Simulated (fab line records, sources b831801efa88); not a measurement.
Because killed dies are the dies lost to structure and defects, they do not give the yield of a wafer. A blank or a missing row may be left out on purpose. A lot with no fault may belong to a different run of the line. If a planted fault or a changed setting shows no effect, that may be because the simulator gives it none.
Which of the tools did it? :: flow sfq line :: Sampling: 13 lots, 39 wafers, 3 of 325 route steps

WHAT THE GAUGES SHOWED, per wafer
SFQ_L0_RS_MEAS_901: measures by four-point-probe. Usual: for L0_MONX_KI_RS the level is 43.5 ohm/sq and the standard deviation is 0.41.
lot: L714
measured: day 1 17:34
on: film metro-01
L0_MONX_KI_RS (ohm/sq): 43.4 43.4 43.5
flag: 

lot: L716
measured: day 2 03:35
on: film metro-04
L0_MONX_KI_RS (ohm/sq): 43.3 43.2 43.2
flag: 

lot: L717
measured: day 2 08:36
on: film metro-04
L0_MONX_KI_RS (ohm/sq): 43.2 43.4 43.6
flag: 

lot: L718
measured: day 2 13:34
on: film metro-03
L0_MONX_KI_RS (ohm/sq): 43.5 43.6 43.3
flag: 

lot: L719
measured: day 2 18:34
on: film metro-01
L0_MONX_KI_RS (ohm/sq): 43.0 42.4 42.8
flag: 

lot: L720
measured: day 2 23:36
on: film metro-01
L0_MONX_KI_RS (ohm/sq): 43.1 43.2 43.5
flag: 

lot: L722
measured: day 3 09:34
on: film metro-03
L0_MONX_KI_RS (ohm/sq): 69.6 43.4 43.0 69.5 43.3 42.9
flag: OFF

lot: L723
measured: day 3 14:36
on: film metro-03
L0_MONX_KI_RS (ohm/sq): 43.7 43.6 43.5
flag: 

lot: L730
measured: day 5 01:36
on: film metro-01
L0_MONX_KI_RS (ohm/sq): 43.8 43.3 43.5
flag: 

lot: L731
measured: day 5 06:34
on: film metro-03
L0_MONX_KI_RS (ohm/sq): 44.0 43.5 43.9
flag: 

lot: L733
measured: day 5 16:36
on: film metro-04
L0_MONX_KI_RS (ohm/sq): 42.9 42.7 42.5
flag: 

lot: L734
measured: day 5 21:35
on: film metro-03
L0_MONX_KI_RS (ohm/sq): 43.8 43.2 43.5
flag: 

lot: L735
measured: day 6 02:34
on: film metro-03
L0_MONX_KI_RS (ohm/sq): 43.6 43.8 44.3
flag: 

SFQ_L0_THK_MEAS_902: measures by xrf. Usual: for L0_MONX_KI_THK the level is 39.7 nm and the standard deviation is 0.45.
lot: L714
measured: day 1 17:41
on: film metro-01
L0_MONX_KI_THK (nm): 39.9 40.2 39.7
flag: 

lot: L716
measured: day 2 03:41
on: film metro-04
L0_MONX_KI_THK (nm): 40.2 40.4 40.1
flag: 

lot: L717
measured: day 2 08:42
on: film metro-04
L0_MONX_KI_THK (nm): 40.5 39.9 40.0
flag: 

lot: L718
measured: day 2 13:41
on: film metro-03
L0_MONX_KI_THK (nm): 39.8 39.8 39.9
flag: 

lot: L719
measured: day 2 18:41
on: film metro-01
L0_MONX_KI_THK (nm): 40.7 41.1 40.5
flag: 

lot: L720
measured: day 2 23:42
on: film metro-01
L0_MONX_KI_THK (nm): 40.5 40.2 40.1
flag: 

lot: L722
measured: day 3 11:13
on: film metro-03
L0_MONX_KI_THK (nm): 24.6 39.7 39.8 24.8 39.6 39.7
flag: OFF

lot: L723
measured: day 3 14:42
on: film metro-03
L0_MONX_KI_THK (nm): 39.1 39.3 39.3
flag: 

lot: L730
measured: day 5 01:42
on: film metro-01
L0_MONX_KI_THK (nm): 39.6 40.0 39.7
flag: 

lot: L731
measured: day 5 06:41
on: film metro-03
L0_MONX_KI_THK (nm): 39.1 39.6 39.4
flag: 

lot: L733
measured: day 5 16:42
on: film metro-04
L0_MONX_KI_THK (nm): 40.5 40.5 40.7
flag: 

lot: L734
measured: day 5 21:41
on: film metro-03
L0_MONX_KI_THK (nm): 39.5 39.9 39.9
flag: 

lot: L735
measured: day 6 02:41
on: film metro-03
L0_MONX_KI_THK (nm): 39.5 39.2 38.8
flag: 

TOOL THAT RAN EACH LOT (tool first, then ch and the chambers of the sampled wafers, then the start)
lot: L714
SFQ_TRILAYER_L0_DEP_SPUTTER_003: pvd sputter-03, day 1 17:29

lot: L716
SFQ_TRILAYER_L0_DEP_SPUTTER_003: pvd sputter-05, day 2 03:29

lot: L717
SFQ_TRILAYER_L0_DEP_SPUTTER_003: pvd sputter-05, day 2 08:29

lot: L718
SFQ_TRILAYER_L0_DEP_SPUTTER_003: pvd sputter-06, day 2 13:29

lot: L719
SFQ_TRILAYER_L0_DEP_SPUTTER_003: pvd sputter-06, day 2 18:29

lot: L720
SFQ_TRILAYER_L0_DEP_SPUTTER_003: pvd sputter-05, day 2 23:29

lot: L722
SFQ_TRILAYER_L0_DEP_SPUTTER_003: pvd sputter-06, day 3 09:29

lot: L723
SFQ_TRILAYER_L0_DEP_SPUTTER_003: pvd sputter-03, day 3 14:29

lot: L730
SFQ_TRILAYER_L0_DEP_SPUTTER_003: pvd sputter-05, day 5 01:29

lot: L731
SFQ_TRILAYER_L0_DEP_SPUTTER_003: pvd sputter-03, day 5 06:29

lot: L733
SFQ_TRILAYER_L0_DEP_SPUTTER_003: pvd sputter-03, day 5 16:29

lot: L734
SFQ_TRILAYER_L0_DEP_SPUTTER_003: pvd sputter-05, day 5 21:29

lot: L735
SFQ_TRILAYER_L0_DEP_SPUTTER_003: pvd sputter-03, day 6 02:29
- SFQ_TRILAYER_L0_DEP_SPUTTER_003: material MoNx KI, target thk 40 nm, time 100 s.

WHAT THE TOOLS THEMSELVES READ (means of the sampled wafers that have a number; where no wafer has one, the mark that the record gives instead)
SFQ_TRILAYER_L0_DEP_SPUTTER_003. Usual: chamber pressure pa 0.3999 Pa, standard deviation 0.00087; throttle valve pct 29.9 %, standard deviation 1.
lot: L714
tool: pvd sputter-03
chamber pressure pa (Pa): 0.3997
throttle valve pct (%): 30.7
flag: 

lot: L716
tool: pvd sputter-05
chamber pressure pa (Pa): 0.4012
throttle valve pct (%): 30.3
flag: 

lot: L717
tool: pvd sputter-05
chamber pressure pa (Pa): 0.4006
throttle valve pct (%): 29.9
flag: 

lot: L718
tool: pvd sputter-06
chamber pressure pa (Pa): 0.3989
throttle valve pct (%): 28.6
flag: 

lot: L719
tool: pvd sputter-06
chamber pressure pa (Pa): 0.3997
throttle valve pct (%): 28.4
flag: 

lot: L720
tool: pvd sputter-05
chamber pressure pa (Pa): 0.3998
throttle valve pct (%): 30.5
flag: 

lot: L722
tool: pvd sputter-06
chamber pressure pa (Pa): 0.4006
throttle valve pct (%): 28.4
flag: 

lot: L723
tool: pvd sputter-03
chamber pressure pa (Pa): 0.3997
throttle valve pct (%): 29.4
flag: 

lot: L730
tool: pvd sputter-05
chamber pressure pa (Pa): 0.4003
throttle valve pct (%): 30.8
flag: 

lot: L731
tool: pvd sputter-03
chamber pressure pa (Pa): 0.3992
throttle valve pct (%): 29.4
flag: 

lot: L733
tool: pvd sputter-03
chamber pressure pa (Pa): 0.3998
throttle valve pct (%): 29.4
flag: 

lot: L734
tool: pvd sputter-05
chamber pressure pa (Pa): 0.3987
throttle valve pct (%): 30.8
flag: 

lot: L735
tool: pvd sputter-03
chamber pressure pa (Pa): 0.3997
throttle valve pct (%): 29.4
flag: 

THE ANSWER, worked out from the rows above alone
Rule: a lot is off if the mean of its wafers that have a number lies more than 3 standard deviations from the usual mean. A lot without any number at a reading at which 4 lots or more have one is off too. All remaining lots with rows at the step are treated as sound. The gauges are gone through in route order, then the tools' own readings, and for those a lot's mean is taken as printed above. At the first step where some lot is off, the reading lying furthest off is the one used; lots without a number count as furthest.
Off: L722, at SFQ_L0_RS_MEAS_901 (L0_MONX_KI_RS).
If a tool, at a process step before that reading, ran all the lots that are off and no sound lot after the first of them, it fits. The gauges at SFQ_L0_RS_MEAS_901 are tried like those tools. One fits: SFQ_TRILAYER_L0_DEP_SPUTTER_003 on pvd sputter-06. A fault onset in the window from L719 (day 2 18:29, its last sound lot) to L722 (day 3 09:29, its first lot off) fits.

WHAT HAD BEEN PUT IN BY THE SIMULATOR
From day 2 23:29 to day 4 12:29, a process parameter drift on pvd sputter-06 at SFQ_TRILAYER_L0_DEP_SPUTTER_003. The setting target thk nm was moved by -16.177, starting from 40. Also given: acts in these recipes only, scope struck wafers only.
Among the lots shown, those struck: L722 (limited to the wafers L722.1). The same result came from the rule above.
